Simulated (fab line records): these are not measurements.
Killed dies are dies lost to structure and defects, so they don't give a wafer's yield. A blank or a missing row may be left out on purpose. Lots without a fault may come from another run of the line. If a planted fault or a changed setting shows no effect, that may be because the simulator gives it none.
fab line records    flow gf180mcu
[record] lots = 14  wafers = 42  last_day = 34
route steps=602 shown STI@14 LVPWELL@62 SAB@277 CONTACT@292
lots that met no fault: taken from a fault-free run of the same line
start_h: start of the lot's first displayed wafer, in hours after the record's first day    wait_h: time in hours since the lot's previous step    " identical to the entry in the row above    L1.1+2: a single row standing in for several wafers    - no value, or no start was given    * or withheld: withheld    < > ~ a bound
route shown NAME@n: a module of which the file shows steps, and the number in the route of the first    usual: mean/standard deviation of fault-free wafers    same: alike in all rows    chamber/n: place in a boat    sites: each site's reading    _std_site: standard deviation across them    _edge_site: outer sites' mean less inner sites'    radius_mm: how far each site lies from the wafer's centre    mask NAME#n: copy n    behind: the last tool/chamber to shape the wafer    hold: reason for holding the lot/hours on hold/outcome of the hold    device: transistor that didn't switch, given as n, p or np    end of line: the route-end tests of the same wafers    a step given without rows: its recipe and nothing more    killed: count of dies lost to structure and defects at first sort (not the wafer's yield)    map: a wafer's dies, x killed, . not, _ none there
set.NAME: setting as actually run; set.NAME@STEP: the setting as run at that earlier step    model.NAME: the simulator's own value behind a step, which no gauge read
one table for each step of the route and one row for each wafer, over a sample of lots
services: when a tool's chamber went out of use (start_h, in hours from the record's first day, below 0 if earlier), for how many hours, and the reason
[[steps]]
[step GF_STI_ETCH_13]
[recipe] chemistry = CHF3/O2  stop_on = Si  over_etch_frac = 0.3  target_depth_a = 2823.1  source_w = 600  bias_w = 200  pressure_mtorr = 40  chf3_flow_sccm = 50  O2_flow_sccm = 5  time_s = 112.9
[usual] chf3_flow_sccm = 49.99/0.17  drypump_motor_current_A = 5.4/0.46  oes_product_au = 0.832/0.0059  throttle_valve_pct = 8.810/0.0091
[same] time_s = 112.9
lot.wafer  tool         chamber  start_h  wait_h  chf3_flow_sccm  drypump_motor_current_A  oes_product_au  rf_hours_counter_h  throttle_valve_pct
L791.2     rie_diel-03  1        26.35    0.1     49.69           5.7                      0.829           8                   8.809
L791.5     "            3        "        "       49.69           5.7                      0.838           -                   8.806
L791.6     "            1        "        "       49.90           5.7                      0.832           -                   8.813
L792.3     rie_diel-02  3        31.30    0.1     49.82           4.9                      0.826           2                   8.820
L792.4     "            1        "        "       49.98           6.1                      0.833           22                  8.810
L792.5     "            0        "        "       49.80           5.1                      0.827           -                   8.813
L793.4     rie_diel-04  2        36.65    0.0     49.97           4.8                      0.837           45                  8.823
L793.5     "            1        "        "       49.92           5.5                      0.833           -                   8.809
L793.6     "            0        "        "       50.07           6.3                      0.836           -                   8.838
L794.1     rie_diel-02  3        40.75    0.1     49.94           4.9                      0.836           3                   8.814
L794.2     "            1        "        "       50.29           6.1                      0.842           22                  8.812
L794.6     "            1        "        "       49.96           6.1                      0.848           -                   8.803
L795.1     rie_diel-03  3        46.01    0.1     49.81           5.7                      0.833           25                  8.808
L795.3     "            0        "        "       50.22           5.4                      0.828           9                   8.807
L795.5     "            0        "        "       50.14           5.3                      0.833           -                   8.811
L796.1     rie_diel-02  2        51.60    0.1     50.26           5.1                      0.833           136                 8.804
L796.2     "            1        "        "       50.27           6.1                      0.841           23                  8.824
L796.5     "            1        "        "       50.20           6.1                      0.832           -                   8.822
L797.1     rie_diel-02  1        57.40    0.1     50.13           6.0                      0.828           23                  8.812
L797.2     "            3        "        "       49.94           4.9                      0.823           3                   8.810
L797.5     "            1        "        "       50.00           6.0                      0.829           -                   8.814
L798.2     rie_diel-04  3        63.80    0.1     50.16           4.8                      0.829           3                   8.824
L798.4     "            2        "        "       50.22           4.8                      0.827           45                  8.810
L798.6     "            1        "        "       50.20           5.5                      0.833           -                   8.803
L799.3     rie_diel-03  2        70.06    0.1     50.33           5.4                      0.836           1                   8.812
L799.4     "            3        "        "       49.71           5.7                      0.833           -                   8.808
L799.5     "            2        "        "       50.49           5.5                      0.831           -                   8.809
L800.3     rie_diel-04  2        73.30    0.1     50.08           4.9                      0.840           46                  8.819
L800.4     "            3        "        "       49.79           4.8                      0.834           4                   8.822
L800.5     "            1        "        "       49.90           5.5                      0.839           -                   8.813
L801.2     rie_diel-02  2        78.00    0.1     50.23           5.0                      0.841           137                 8.815
L801.5     "            1        "        "       50.07           6.1                      0.830           -                   8.814
L801.6     "            0        "        "       50.08           5.1                      0.833           -                   8.810
L802.1     rie_diel-02  0        82.15    0.1     49.72           5.1                      0.827           169                 8.805
L802.2     "            3        "        "       49.93           4.9                      0.832           4                   8.812
L802.5     "            3        "        "       49.94           4.9                      0.826           -                   8.816
L811.1     rie_diel-04  3        128.70   0.1     49.90           4.8                      0.833           5                   8.807
L811.2     "            0        "        "       49.76           6.3                      0.823           148                 8.796
L811.3     "            1        "        "       50.18           5.5                      0.828           129                 8.823
L812.1     rie_diel-02  2        133.65   0.1     50.11           5.0                      0.834           139                 8.823
L812.2     "            1        "        "       50.12           6.1                      0.821           26                  8.809
L812.6     "            1        "        "       49.95           6.0                      0.823           -                   8.812
[step GF_LVPWELL_IMPLANT_08]
[recipe] species = B  energy_kev = 170  dose_cm2 = 1.5e+13  tilt_deg = 0
[usual] end_station_pressure_torr = 5.05e-06/2.8e-07  implant_ion_amu = 11/0
lot.wafer  tool          chamber  start_h  wait_h  end_station_pressure_torr  implant_ion_amu
L791.2     implanter-01  0        69.74    0.0     5.01e-06                   11
L791.5     "             0        "        "       4.83e-06                   11
L791.6     "             0        "        "       5.35e-06                   11
L792.3     implanter-02  0        73.63    0.1     5.51e-06                   11
L792.4     "             0        "        "       5.02e-06                   11
L792.5     "             0        "        "       4.93e-06                   11
L793.4     implanter-01  0        80.29    0.1     5.23e-06                   11
L793.5     "             0        "        "       5.08e-06                   11
L793.6     "             0        "        "       4.67e-06                   11
L794.1     implanter-02  0        85.38    0.0     5.15e-06                   11
L794.2     "             0        "        "       5.15e-06                   11
L794.6     "             0        "        "       4.7e-06                    11
L795.1     implanter-02  0        97.22    0.0     5.39e-06                   11
L795.3     "             0        "        "       5.43e-06                   11
L795.5     "             0        "        "       5.39e-06                   11
L796.1     implanter-02  0        101.53   0.0     5.05e-06                   11
L796.2     "             0        "        "       5.48e-06                   11
L796.5     "             0        "        "       5.17e-06                   11
L797.1     implanter-02  0        104.76   0.0     5.23e-06                   11
L797.2     "             0        "        "       4.8e-06                    11
L797.5     "             0        "        "       5.27e-06                   11
L798.2     implanter-01  0        109.86   0.0     5.09e-06                   11
L798.4     "             0        "        "       5.4e-06                    11
L798.6     "             0        "        "       5.21e-06                   11
L799.3     implanter-02  0        116.18   0.1     4.98e-06                   11
L799.4     "             0        "        "       5.12e-06                   11
L799.5     "             0        "        "       4.91e-06                   11
L800.3     implanter-01  0        122.61   0.1     5.25e-06                   11
L800.4     "             0        "        "       4.72e-06                   11
L800.5     "             0        "        "       5.53e-06                   11
L801.2     implanter-01  0        125.63   0.1     4.84e-06                   11
L801.5     "             0        "        "       5.01e-06                   11
L801.6     "             0        "        "       5.23e-06                   11
L802.1     implanter-01  0        130.98   0.0     5.05e-06                   11
L802.2     "             0        "        "       5.14e-06                   11
L802.5     "             0        "        "       4.92e-06                   11
L811.1     implanter-02  0        181.43   0.0     5.17e-06                   31
L811.2     "             0        "        "       5.1e-06                    31
L811.3     "             0        "        "       5.13e-06                   31
L812.1     implanter-01  0        186.23   0.0     5.14e-06                   31
L812.2     "             0        "        "       5.03e-06                   31
L812.6     "             0        "        "       5e-06                      31
[step GF_LVPWELL_TW_MEAS_11]
[usual] LVPWELL_TW = 562/4.4
lot.wafer  tool           chamber  start_h  wait_h  LVPWELL_TW
L791.2     film_metro-01  -        70.12    0.1     564
L791.5     "              -        "        "       565
L791.6     "              -        "        "       563
L792.3     film_metro-04  -        74.00    0.1     568
L792.4     "              -        "        "       565
L792.5     "              -        "        "       567
L793.4     film_metro-02  -        80.64    0.1     557
L793.5     "              -        "        "       557
L793.6     "              -        "        "       557
L794.1     film_metro-04  -        85.78    0.1     567
L794.2     "              -        "        "       564
L794.6     "              -        "        "       566
L795.1     film_metro-02  -        97.62    0.1     556
L795.3     "              -        "        "       561
L795.5     "              -        "        "       560
L796.1     film_metro-01  -        101.93   0.1     565
L796.2     "              -        "        "       559
L796.5     "              -        "        "       561
L797.1     film_metro-02  -        105.16   0.1     557
L797.2     "              -        "        "       558
L797.5     "              -        "        "       559
L798.2     film_metro-01  -        110.24   0.1     558
L798.4     "              -        "        "       562
L798.6     "              -        "        "       564
L799.3     film_metro-01  -        116.55   0.1     562
L799.4     "              -        "        "       561
L799.5     "              -        "        "       560
L800.3     film_metro-04  -        122.98   0.1     568
L800.4     "              -        "        "       565
L800.5     "              -        "        "       568
L801.2     film_metro-01  -        126.01   0.1     563
L801.5     "              -        "        "       559
L801.6     "              -        "        "       559
L802.1     film_metro-04  -        131.38   0.1     565
L802.2     "              -        "        "       568
L802.5     "              -        "        "       566
L811.1     film_metro-02  -        181.83   0.1     1292
L811.2     "              -        "        "       1294
L811.3     "              -        "        "       1296
L812.1     film_metro-02  -        186.63   0.1     1294
L812.2     "              -        "        "       1294
L812.6     "              -        "        "       1295
[step GF_VT_IMPLANT_RS_MEAS_48]
[recipe] thk_meas_gauge = four-point-probe
[usual] LVPWELL_RS = 1195.8/2.6
lot.wafer  tool           chamber  start_h  wait_h  LVPWELL_RS[ohm/sq]
L791.2     film_metro-01  -        158.50   0.1     1193.7
L791.5     "              -        "        "       1196.0
L791.6     "              -        "        "       1193.9
L792.3     film_metro-04  -        162.46   0.1     1200.3
L792.4     "              -        "        "       1196.1
L792.5     "              -        "        "       1198.3
L793.4     film_metro-04  -        170.80   0.1     1194.6
L793.5     "              -        "        "       1198.1
L793.6     "              -        "        "       1195.1
L794.1     film_metro-04  -        178.13   0.1     1192.9
L794.2     "              -        "        "       1194.6
L794.6     "              -        "        "       1197.1
L795.1     film_metro-02  -        191.72   0.1     1197.1
L795.3     "              -        "        "       1193.7
L795.5     "              -        "        "       1197.2
L796.1     film_metro-04  -        198.72   0.1     1192.7
L796.2     "              -        "        "       1195.8
L796.5     "              -        "        "       1195.3
L797.1     film_metro-02  -        200.63   0.1     1199.8
L797.2     "              -        "        "       1194.4
L797.5     "              -        "        "       1198.4
L798.2     film_metro-02  -        208.59   0.1     1195.0
L798.4     "              -        "        "       1196.3
L798.6     "              -        "        "       1196.4
L799.3     film_metro-02  -        215.66   0.1     1196.0
L799.4     "              -        "        "       1196.7
L799.5     "              -        "        "       1199.2
L800.3     film_metro-02  -        223.76   0.1     1198.5
L800.4     "              -        "        "       1199.8
L800.5     "              -        "        "       1197.1
L801.2     film_metro-01  -        228.00   0.1     1193.6
L801.5     "              -        "        "       1194.5
L801.6     "              -        "        "       1194.7
L802.1     film_metro-02  -        234.57   0.1     1193.3
L802.2     "              -        "        "       1194.9
L802.5     "              -        "        "       1193.1
L811.1     film_metro-02  -        295.18   0.1     -
L811.2     "              -        "        "       -
L811.3     "              -        "        "       -
L812.1     film_metro-01  -        301.08   0.1     -
L812.2     "              -        "        "       -
L812.6     "              -        "        "       -
[step GF_SAB_STRIP_13]
[recipe] chemistry = O2/N2  power_w = 1400  pressure_mtorr = 1500  platen_temp_c = 250  o2_flow_sccm = 3000  n2_flow_sccm = 300  overash_fraction = 0.5
[usual] drypump_motor_current_A = 5.8/0.41  heater_power_w = 345/22  oes_product_au = 0.710/0.005  strip_time_to_endpoint_s = 12.62/0.038
lot.wafer  tool             chamber  start_h  wait_h  drypump_motor_current_A  heater_power_w  oes_product_au  rf_hours_counter_h  strip_time_to_endpoint_s
L791.2     plasma_asher-02  1        339.50   0.0     5.4                      382             0.713           71                  12.65
L791.5     "                0        "        "       6.1                      326             0.700           -                   12.65
L791.6     "                1        "        "       5.4                      363             0.711           -                   12.64
L792.3     plasma_asher-02  0        344.15   0.0     6.1                      333             0.707           -                   12.64
L792.4     "                1        "        "       5.4                      370             0.706           -                   12.65
L792.5     "                1        "        "       5.4                      373             0.711           -                   12.67
L793.4     plasma_asher-02  1        357.64   0.0     5.4                      375             0.713           -                   12.59
L793.5     "                0        "        "       6.1                      320             0.715           -                   12.65
L793.6     "                1        "        "       5.4                      380             0.709           -                   12.62
L794.1     plasma_asher-02  1        364.79   0.0     5.4                      379             0.710           74                  12.62
L794.2     "                0        "        "       6.1                      329             0.708           74                  12.63
L794.6     "                0        "        "       6.1                      328             0.707           -                   12.63
L795.1     plasma_asher-03  0        384.33   0.0     5.8                      336             0.713           60                  12.57
L795.3     "                0        "        "       5.8                      336             0.700           -                   12.60
L795.5     "                0        "        "       5.8                      329             0.709           -                   12.58
L796.1     plasma_asher-04  1        396.20   0.0     5.3                      327             0.722           27                  12.64
L796.2     "                0        "        "       6.1                      352             0.702           27                  12.66
L796.5     "                0        "        "       6.1                      365             0.702           -                   12.63
L797.1     plasma_asher-02  1        398.15   0.0     5.4                      369             0.709           77                  12.65
L797.2     "                0        "        "       6.1                      318             0.713           77                  12.65
L797.5     "                0        "        "       6.1                      326             0.707           -                   12.66
L798.2     plasma_asher-02  0        404.34   0.0     6.1                      321             0.713           77                  12.61
L798.4     "                1        "        "       5.4                      374             0.709           -                   12.66
L798.6     "                0        "        "       6.1                      323             0.711           -                   12.61
L799.3     plasma_asher-02  0        420.97   0.0     6.1                      325             0.714           -                   12.63
L799.4     "                1        "        "       5.4                      378             0.713           -                   12.63
L799.5     "                0        "        "       6.1                      324             0.706           -                   12.61
L800.3     plasma_asher-03  0        426.49   0.0     5.7                      333             0.716           -                   12.58
L800.4     "                1        "        "       6.5                      331             0.710           -                   12.58
L800.5     "                1        "        "       6.5                      339             0.707           -                   12.61
L801.2     plasma_asher-04  0        430.02   0.0     6.1                      369             0.706           31                  12.65
L801.5     "                0        "        "       6.1                      354             0.707           -                   12.67
L801.6     "                1        "        "       5.3                      327             0.710           -                   12.62
L802.1     plasma_asher-04  0        438.63   0.0     6.1                      357             0.708           32                  12.61
L802.2     "                1        "        "       5.3                      319             0.719           32                  12.62
L802.5     "                1        "        "       5.3                      330             0.713           -                   12.58
L811.1     plasma_asher-04  1        513.44   0.0     5.3                      324             0.714           40                  12.65
L811.2     "                0        "        "       6.1                      363             0.711           40                  12.61
L811.3     "                0        "        "       6.1                      358             0.702           -                   12.62
L812.1     plasma_asher-04  0        517.79   0.0     6.1                      362             0.711           40                  12.54
L812.2     "                1        "        "       5.3                      325             0.711           40                  12.61
L812.6     "                0        "        "       6.1                      361             0.711           -                   12.60
[step GF_CONTACT_BOW_MEAS_05]
[recipe] mode = bow
[usual] CONTACT_BOW = 64/7.1
lot.wafer  tool           chamber  start_h  wait_h  CONTACT_BOW[um]
L791.2     film_metro-02  -        340.81   0.1     78
L791.5     "              -        "        "       63
L791.6     "              -        "        "       65
L792.3     film_metro-01  -        345.40   0.1     74
L792.4     "              -        "        "       65
L792.5     "              -        "        "       65
L793.4     film_metro-02  -        358.92   0.2     69
L793.5     "              -        "        "       60
L793.6     "              -        "        "       66
L794.1     film_metro-02  -        366.04   0.2     69
L794.2     "              -        "        "       69
L794.6     "              -        "        "       73
L795.1     film_metro-01  -        385.58   0.1     77
L795.3     "              -        "        "       64
L795.5     "              -        "        "       63
L796.1     film_metro-01  -        397.44   0.1     81
L796.2     "              -        "        "       63
L796.5     "              -        "        "       67
L797.1     film_metro-02  -        399.49   0.2     58
L797.2     "              -        "        "       52
L797.5     "              -        "        "       62
L798.2     film_metro-01  -        405.63   0.2     46
L798.4     "              -        "        "       63
L798.6     "              -        "        "       54
L799.3     film_metro-01  -        422.25   0.1     63
L799.4     "              -        "        "       65
L799.5     "              -        "        "       65
L800.3     film_metro-02  -        427.74   0.2     76
L800.4     "              -        "        "       70
L800.5     "              -        "        "       63
L801.2     film_metro-04  -        431.42   0.2     56
L801.5     "              -        "        "       54
L801.6     "              -        "        "       62
L802.1     film_metro-01  -        439.88   0.1     56
L802.2     "              -        "        "       64
L802.5     "              -        "        "       65
L811.1     film_metro-04  -        514.68   0.2     59
L811.2     "              -        "        "       59
L811.3     "              -        "        "       65
L812.1     film_metro-01  -        519.08   0.2     59
L812.2     "              -        "        "       64
L812.6     "              -        "        "       66
[[services]]
tool             chamber  start_h  hours  kind
plasma_asher-04  -        4.80     1.7    repair
implanter-02     -        12.86    3.0    repair
rie_diel-02      -        31.83    4.0    repair
plasma_asher-02  -        39.98    2.8    pm
rie_diel-02      3        50.85    2.0    repair
implanter-02     -        74.96    6.5    repair
rie_diel-02      0        99.04    4.2    repair
rie_diel-02      3        104.91   10.1   repair
implanter-02     -        132.52   3.0    repair
implanter-01     -        154.14   3.2    pm
implanter-02     -        217.26   4.1    pm
implanter-02     -        292.11   2.5    pm
implanter-01     -        317.26   5.6    repair
implanter-02     -        363.13   1.2    repair
implanter-01     -        366.76   4.1    repair
rie_diel-02      0        367.00   4.7    repair
rie_diel-02      1        371.19   21.7   repair
plasma_asher-02  -        421.25   9.0    pm
rie_diel-02      0        447.95   9.1    repair
implanter-02     -        456.50   5.0    pm
implanter-01     -        463.03   8.1    repair
implanter-01     -        471.17   2.3    pm
implanter-02     -        496.70   0.6    repair
plasma_asher-02  -        512.41   14.6   pm
[[key]]
[first_sign] step = GF_LVPWELL_IMPLANT_08  reading = implant_ion_amu  direction = up  sigmas = 99+  usual = 11  struck = 31
[effect] step = GF_LVPWELL_TW_MEAS_11  reading = LVPWELL_TW  direction = up  sigmas = 99+  usual = 562  struck = 1294
[effect] step = GF_VT_IMPLANT_RS_MEAS_48  reading = LVPWELL_RS  direction = missing
met_at GF_LVPWELL_IMPLANT_08
struck_lots L811,L812
sort_left_out L811.1,L811.2,L811.3,L812.1,L812.2,L812.6
tester_left_out L811,L812
not_acting_at GF_STI_ETCH_13,GF_SAB_STRIP_13,GF_CONTACT_BOW_MEAS_05
onset_between 130.98 181.43
[fault] kind = wrong_recipe_download  tool = implanter-01,implanter-02,implanter-04  chamber = -  onset_h = 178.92  steps = GF_LVPWELL_IMPLANT_08  wrong_recipe.not_listed = 1
// tester_left_out: of these lots the tester's yield and bins aren't shown, on N5 and GAA mostly nor the transistor test; their killed dies are dies lost to structure and defects alone, not to doping, threshold or leakage, so they don't give the yield
// sort_left_out: the simulated sort isn't trusted on such a fault, so these wafers' sort isn't shown, and their yield isn't known
